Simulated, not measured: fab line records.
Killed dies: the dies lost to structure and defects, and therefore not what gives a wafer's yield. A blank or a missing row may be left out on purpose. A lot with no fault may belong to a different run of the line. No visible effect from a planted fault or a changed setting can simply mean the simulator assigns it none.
2 desks looking at one fault	flow sky130	each desk holds nothing but its own numbers, with what lay behind them at the end

== FROM THE METROLOGY DESK ==
What the gauges read, lot by lot, whatever tool the lot ran on: means of the sampled wafers that have a number. Marked OUT: a lot whose mean sits more than 4 standard deviations from the usual mean, which makes it out of limits; the brackets give that distance.
Columns: A = CONTACT_OVL at SKY_CONTACT_OVL_MEAS_15, usual 3 nm; B = METAL1_ALCU_RS at SKY_METAL1_RS_MEAS_05, usual 0.1275 ohm/sq; C = METAL1_ALCU_THK at SKY_METAL1_THK_MEAS_06, usual 245.8 nm
lot	first seen here	A	B	C
L731	day 32 19:16	-2	0.1273	245.4
L733	day 32 21:49	6	0.1268	246.3
L737	day 33 23:35	-1	0.1281	246.1
L738	day 34 00:29	9	0.1278	244.7
L742	day 34 21:04	7	0.1236	253.1
L741	day 34 22:20	6	0.1258	251.7
L743	day 35 11:49	1	0.1285	246.6
L744	day 35 12:07	4	0.1263	248.6
L747	day 36 20:16	-4	0.1368 (+6.6) OUT	231.1 (-5.1) OUT
L752	day 38 04:49	-4	0.1277	243.9
This desk's finding: out of limits on L747; first on L747, day 36 21:49 (METAL1_ALCU_RS at SKY_METAL1_RS_MEAS_05). L731, L733, L737, L738, L742, L741, L743, L744, L752 stayed within limits.

== TOOL OWNER'S DESK, pvd_sputter-02 ==
The tool's own readings at SKY_METAL1_SPUTTER_02 (material AlCu, target thk 250 nm, time 13.3 s): means of the sampled wafers that have a number, for each lot that ran on this tool. Marked OUT: a lot whose mean sits more than 4 standard deviations from the usual mean, which makes it out of limits; the brackets give that distance.
Columns: A = chamber_pressure_pa at SKY_METAL1_SPUTTER_02, usual 0.4000 Pa; B = throttle_valve_pct at SKY_METAL1_SPUTTER_02, usual 30.0 %
lot	first seen here	A	B
L731	day 32 20:44	0.3998	29.8
L733	day 32 23:17	0.4003	29.9
L737	day 34 01:02	0.3997	30.0
L744	day 35 13:35	0.4004	30.4
L747	day 36 21:44	0.4668 (+73) OUT	27.8
This desk finds L747 out of limits, L747 being first, at day 36 21:44 (chamber_pressure_pa at SKY_METAL1_SPUTTER_02). L731, L733, L737, L744 stayed within limits.

== ALL TOGETHER ==
The tool owner's desk had the chance to raise an alarm at day 36 21:44 on L747.
Metrology desk: alarm possible at day 36 21:49 on L747.
On pvd_sputter-02, each named lot ran SKY_METAL1_SPUTTER_02.

== WHAT THE SIMULATOR HAD PUT IN ==
Process parameters drifting: pvd_sputter-02 at SKY_METAL1_SPUTTER_02, beginning at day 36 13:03. The setting chamber_pressure_pa was moved by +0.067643, starting from 0.4. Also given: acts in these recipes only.
Shown lots that were struck: L747.
Hours from the fault's start to each desk's first reading out of limits: the tool owner's desk, 9; the metrology desk, 9.
